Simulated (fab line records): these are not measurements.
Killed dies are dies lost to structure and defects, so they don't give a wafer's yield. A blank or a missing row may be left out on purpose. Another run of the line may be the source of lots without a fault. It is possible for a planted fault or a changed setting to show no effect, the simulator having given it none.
The tool behind it: which one? | flow sky130 | at 1 step of a route of 708, 7 lots with 21 wafers sampled

WHAT THE GAUGES SHOWED, per wafer
SKY_RES_PROTECT_TW_MEAS_08.
lot  | measured     | on           | POLY_GATE_TW
L984 | day 16 14:04 | filmMetro-01 | 3995 3962 3961
L987 | day 17 10:33 | filmMetro-04 | 4038 3999 4026
L990 | day 17 14:23 | filmMetro-04 | 4014 4031 4012
L992 | day 17 16:53 | filmMetro-01 | 3968 3977 3977
L997 | day 23 22:38 | filmMetro-04 | 3992 3991 3985
L103 | day 24 18:14 | filmMetro-03 | 3931 3938 3948
L105 | day 25 02:58 | filmMetro-04 | 4028 4049 4033

WHAT TOOL EACH LOT RAN ON (gives the tool, then ch and the chambers of the sampled wafers, and finally the start)
Before these readings, the record contains no process step.

THE ANSWER, worked out from the rows above alone
Rule: what is usual is taken from the lots themselves. Put in order of their means at a reading, lots are off if they are a third of the lots or fewer, leave a main group of 4 or more, and stand apart from it by a gap of 3 or more times the standard deviation of the main group's means; of several such gaps the widest counts. The tables above print the reading to a certain number of digits; a main group whose means all agree to those digits is not used. A lot without any number at a reading at which 4 lots or more have one is off too. All remaining lots with rows at the step are treated as sound.
No lot is off at any reading shown: from this, nothing can be told.

WHAT THE SIMULATOR HAD PUT IN
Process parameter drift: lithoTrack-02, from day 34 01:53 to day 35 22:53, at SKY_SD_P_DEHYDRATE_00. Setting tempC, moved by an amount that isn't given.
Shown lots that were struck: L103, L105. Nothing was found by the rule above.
